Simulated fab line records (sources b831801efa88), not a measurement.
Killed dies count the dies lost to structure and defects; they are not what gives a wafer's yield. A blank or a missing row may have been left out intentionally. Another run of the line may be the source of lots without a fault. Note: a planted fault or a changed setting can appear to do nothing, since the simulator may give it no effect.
Which tool is to blame? | flow sky130 | Sampling: 12 lots, 36 wafers, 4 of 708 route steps

WHAT EACH GAUGE READ, for each wafer
SKY_VT_ADJUST_HVTR_TW_MEAS_11. Usual: VT_ADJUST_HVTR_TW typically reads 212.7, with standard deviation 1.6.
lot  | measured     | on           | VT_ADJUST_HVTR_TW | flag
L769 | day 9 19:53  | filmMetro-04 | 212.8 212.1 213.5 | 
L772 | day 10 17:03 | filmMetro-01 | 213.7 213.5 212.8 | 
L773 | day 10 20:57 | filmMetro-01 | 213.8 213.6 213.2 | 
L774 | day 11 08:40 | filmMetro-04 | 214.0 214.9 214.8 | 
L776 | day 11 17:38 | filmMetro-01 | 212.9 214.2 213.3 | 
L779 | day 12 17:48 | filmMetro-04 | 210.2 211.5 210.8 | 
L785 | day 14 17:23 | filmMetro-01 | 185.9 186.5 186.4 | OFF
L786 | day 14 21:29 | filmMetro-03 | 182.4 182.9 183.2 | OFF
L787 | day 15 12:04 | filmMetro-03 | 209.3 209.5 209.3 | 
L788 | day 15 20:14 | filmMetro-01 | 211.8 211.7 211.3 | 
L790 | day 16 04:53 | filmMetro-01 | 214.5 215.6 215.9 | 
L791 | day 16 08:32 | filmMetro-01 | 215.4 215.3 214.0 | 

SKY_VT_ADJUST_PCH_OVL_MEAS_07. Usual: VT_ADJUST_PCH_OVL typically reads 0.3 nm, with standard deviation 1.3.
lot  | measured     | on         | VT_ADJUST_PCH_OVL (nm) | flag
L769 | day 10 17:37 | overlay-02 | 0.7 1.5 2.4            | 
L772 | day 11 16:53 | overlay-01 | 1.9 0.4 2.2            | 
L773 | day 11 19:50 | overlay-01 | 1.5 0.2 0.3            | 
L774 | day 12 08:53 | overlay-01 | 1.9 0.9 2.5            | 
L776 | day 12 17:59 | overlay-02 | -0.2 -1.1 -0.6         | 
L779 | day 13 19:02 | overlay-02 | 0.4 0.7 -2.2           | 
L785 | day 15 20:01 | overlay-02 | 1.9 0.1 0.3            | 
L786 | day 16 00:22 | overlay-01 | -1.1 -1.0 0.2          | 
L787 | day 16 15:41 | overlay-02 | 0.0 -0.3 1.2           | 
L788 | day 17 00:39 | overlay-02 | -0.8 -0.7 0.6          | 
L790 | day 17 07:53 | overlay-01 | 1.4 0.9 1.3            | 
L791 | day 17 12:20 | overlay-02 | -1.3 -1.5 -1.7         | 

EACH LOT AND THE TOOL THAT RAN IT (in order: tool; ch and the chambers of the sampled wafers; start)
lot  | SKY_DNWELL_STRIP_08                | SKY_VT_ADJUST_HVTR_IMPLANT_09
L769 | plasmaAsher-01 ch 0,1, day 3 12:16 | implanter-04 ch 0, day 9 19:40
L772 | plasmaAsher-04 ch 0,1, day 4 03:10 | implanter-04 ch 0, day 10 16:50
L773 | plasmaAsher-04 ch 0,1, day 4 07:11 | implanter-04 ch 0, day 10 20:43
L774 | plasmaAsher-04 ch 0,1, day 4 13:56 | implanter-02 ch 0, day 11 08:26
L776 | plasmaAsher-01 ch 0,1, day 4 21:53 | implanter-04 ch 0, day 11 17:24
L779 | plasmaAsher-01 ch 0,1, day 5 13:41 | implanter-04 ch 0, day 12 17:34
L785 | plasmaAsher-01 ch 0,1, day 6 22:29 | implanter-04 ch 0, day 14 17:10
L786 | plasmaAsher-04 ch 0,1, day 7 04:02 | implanter-04 ch 0, day 14 21:16
L787 | plasmaAsher-04 ch 0,1, day 7 15:17 | implanter-02 ch 0, day 15 11:49
L788 | plasmaAsher-03 ch 0,1, day 7 21:17 | implanter-01 ch 0, day 15 19:59
L790 | plasmaAsher-01 ch 0,1, day 8 03:35 | implanter-02 ch 0, day 16 04:38
L791 | plasmaAsher-01 ch 0,1, day 8 08:29 | implanter-01 ch 0, day 16 08:19
- SKY_DNWELL_STRIP_08: strips in O2/N2.
- SKY_VT_ADJUST_HVTR_IMPLANT_09

WHAT THE TOOLS THEMSELVES READ (means of the sampled wafers that have a number; where no wafer has one, the mark that the record gives instead)
SKY_DNWELL_STRIP_08. Usual: drypumpMotorCurrentA 5.8 A, standard deviation 0.41; oesProductAu 0.723 a.u., standard deviation 0.0045; stripTimeToEndpointS 36.92 s, standard deviation 0.1.
lot  | tool           | drypumpMotorCurrentA (A) | oesProductAu (a.u.) | stripTimeToEndpointS (s) | flag
L769 | plasmaAsher-01 | 5.3                      | 0.726               | 37.14                    | 
L772 | plasmaAsher-04 | 6.1                      | 0.724               | 36.81                    | 
L773 | plasmaAsher-04 | 6.0                      | 0.723               | 36.97                    | 
L774 | plasmaAsher-04 | 6.1                      | 0.720               | 36.90                    | 
L776 | plasmaAsher-01 | 5.5                      | 0.721               | 36.95                    | 
L779 | plasmaAsher-01 | 5.5                      | 0.724               | 36.95                    | 
L785 | plasmaAsher-01 | 5.4                      | 0.723               | 36.94                    | 
L786 | plasmaAsher-04 | 6.1                      | 0.724               | 37.09                    | 
L787 | plasmaAsher-04 | 6.0                      | 0.726               | 36.75                    | 
L788 | plasmaAsher-03 | 6.3                      | 0.723               | 36.89                    | 
L790 | plasmaAsher-01 | 5.5                      | 0.722               | 37.00                    | 
L791 | plasmaAsher-01 | 5.4                      | 0.721               | 36.76                    | 

SKY_VT_ADJUST_HVTR_IMPLANT_09. Usual: doseIonsCm2 2.1e+12, standard deviation 2.4e+09; faradayCurrentUA 11.85, standard deviation 0.24.
lot  | tool         | doseIonsCm2 | faradayCurrentUA | flag
L769 | implanter-04 | 2.1e+12     | 11.68            | 
L772 | implanter-04 | 2.1e+12     | 12.08            | 
L773 | implanter-04 | 2.1e+12     | 11.74            | 
L774 | implanter-02 | 2.1e+12     | 11.96            | 
L776 | implanter-04 | 2.1e+12     | 11.99            | 
L779 | implanter-04 | 2.1e+12     | 12.01            | 
L785 | implanter-04 | 1.3e+12     | 7.30             | OFF
L786 | implanter-04 | 1.3e+12     | 7.44             | OFF
L787 | implanter-02 | 2.1e+12     | 11.94            | 
L788 | implanter-01 | 2.1e+12     | 11.73            | 
L790 | implanter-02 | 2.1e+12     | 11.84            | 
L791 | implanter-01 | 2.1e+12     | 11.73            | 

THE ANSWER, worked out from the rows above alone
Rule: a lot is off if the mean of its wafers that have a number lies more than 3 standard deviations from the usual mean. A lot without any number at a reading at which 4 lots or more have one is off too. The other lots that the step has rows for count as sound. After the gauges, taken in route order, come the tools' own readings; for these a lot's mean is taken, as printed above. At the first step where some lot is off, the reading lying furthest off is the one used; lots without a number count as furthest.
Off: L785, L786, seen at SKY_VT_ADJUST_HVTR_TW_MEAS_11 (VT_ADJUST_HVTR_TW).
If a tool, at a process step before that reading, ran all the lots that are off and no sound lot after the first of them, it fits. Not tried: the gauges at SKY_VT_ADJUST_HVTR_TW_MEAS_11; whatever is off there is also off at SKY_VT_ADJUST_HVTR_IMPLANT_09, on other tools, and gauge error can't account for it. One fits: SKY_VT_ADJUST_HVTR_IMPLANT_09 on implanter-04. A fault onset in the window from L779 (day 12 17:34, its last sound lot) to L785 (day 14 17:10, its first lot off) fits.
The tool's own readings at SKY_VT_ADJUST_HVTR_IMPLANT_09 bear it out: on the lots that are off they differ by more than 5 times the standard deviation of the sound lots' means. doseIonsCm2 reads 1.3e+12 there against 2.1e+12 on the sound lots; faradayCurrentUA reads 7.37 there against 11.87 on the sound lots.

WHAT HAD BEEN PUT IN BY THE SIMULATOR
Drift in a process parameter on implanter-04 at SKY_VT_ADJUST_HVTR_IMPLANT_09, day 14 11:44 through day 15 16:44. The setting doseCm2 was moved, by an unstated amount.
Struck lots among those shown: L785, L786. The rule above reached the same finding.
